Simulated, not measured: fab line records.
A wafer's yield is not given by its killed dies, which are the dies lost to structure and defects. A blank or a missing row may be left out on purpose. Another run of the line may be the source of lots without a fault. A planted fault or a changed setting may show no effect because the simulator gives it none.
Split-lot experiment    flow sfq_line    on a route of 325 steps: 5 lots, 23 wafers read

## THE SPLIT ITSELF
At SFQ_TRILAYER_I7_DEP_PECVD_183 (deposits SiO2 from SiH4/N2O, time 111.11 s, target thk 500 nm), the setting time_s was moved away from the recipe's 111.11 s on 5 of the 23 wafers read, by -7.1% to +11.1%. The other wafers ran this setting at the recipe's value.

Reading taken at the split's own step.

## THE READING
SiO2_of_TRILAYER_I7_DEP_PECVD_183.thk_nm (the simulator's own value, which no gauge read), in nm, at SFQ_TRILAYER_I7_DEP_PECVD_183 (deposits SiO2 from SiH4/N2O, time 111.11 s, target thk 500 nm). The file does not state a usual value for it. Across the 18 wafers here that went through the recipe, the average is 499.8 nm and the standard deviation 6.4 nm.

wafer   tool, chamber at the split  time_s as run, s  against the recipe  SiO2_of_TRILAYER_I7_DEP_PECVD_183.thk_nm, nm  against lot-mates on the recipe
L074.1  pecvd-03, 0                 111.11            recipe              503.7                                         -
L074.2  pecvd-03, 1                 111.11            recipe              503.9                                         -
L074.3  pecvd-03, 2                 111.11            recipe              498.4                                         -
L074.4  pecvd-03, 1                 111.11            recipe              508.8                                         -
L074.5  pecvd-03, 0                 111.11            recipe              514.5                                         -
L075.1  pecvd-02, 0                 111.11            recipe              501                                           -
L075.2  pecvd-02, 2                 111.11            recipe              486.2                                         -
L075.3  pecvd-02, 1                 111.11            recipe              496.8                                         -
L075.4  pecvd-02, 1                 111.11            recipe              496.1                                         -
L075.6  pecvd-02, 0                 111.11            recipe              506                                           -
L076.3  pecvd-04, 2                 111.11            recipe              504.5                                         -
L076.4  pecvd-04, 0                 111.11            recipe              491.5                                         -
L076.6  pecvd-04, 2                 111.11            recipe              501.4                                         -
L081.1  pecvd-04, 1                 111.11            recipe              498.7                                         -
L081.2  pecvd-04, 0                 103.2             -7.1%               452.9                                         -44.6
L081.3  pecvd-04, 2                 103.2             -7.1%               456.9                                         -40.6
L081.4  pecvd-04, 0                 111.11            recipe              495.4                                         -
L081.6  pecvd-04, 2                 111.11            recipe              498.5                                         -
L084.1  pecvd-04, 1                 123.4             +11.1%              553.2                                         +57.3
L084.2  pecvd-04, 2                 111.11            recipe              493.1                                         -
L084.3  pecvd-04, 0                 123.4             +11.1%              551.5                                         +55.6
L084.4  pecvd-04, 2                 111.11            recipe              498.7                                         -
L084.5  pecvd-04, 1                 123.4             +11.1%              565                                           +69.1

FIT RESULTS
A straight line over all 23 wafers: SiO2_of_TRILAYER_I7_DEP_PECVD_183.thk_nm changes by +5.42 nm for each +1% of time_s; r = +0.97; the points scatter about the line by 6.7 nm.
The same after taking each lot's own level away (the mean of its wafers on the recipe; 23 wafers): +5.61 nm for each +1%; r = +0.98; scatter 5.4 nm.
That fit puts the effect of the largest move of time_s on the reading at 62 nm.
Across the lots, their own levels run from 495.90 to 505.86 nm, a range of 1.6 times the standard deviation given above.
Consequently the slope shifts little with the lot-to-lot level, the two slopes agreeing.
Check: for one of the wafers moved furthest among these (+11.1%), held out of the fit, the line's prediction against its lot-mates is +63.3 nm. Against them it came out at +57.3 nm.

## THE WHOLE CHAIN: every reading that the file lists as answering this split, in the file's order
step                           what it does                                                   reading                                                                                    change (the file's fit)               r (the file's)
SFQ_TRILAYER_I7_DEP_PECVD_183  deposits SiO2 from SiH4/N2O, time 111.11 s, target thk 500 nm  SiO2_of_TRILAYER_I7_DEP_PECVD_183.thk_nm (the simulator's own value, which no gauge read)  +5.63 nm for each +1% of the setting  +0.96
SFQ_TRILAYER_I7_CMP_CMP_184    polishes SiO2                                                  time_to_endpoint_s                                                                         withheld for each +1% of the setting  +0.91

## THE FILE'S OWN FIT
SiO2_of_TRILAYER_I7_DEP_PECVD_183.thk_nm changes by +5.63 nm for each +1% of time_s, r = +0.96.
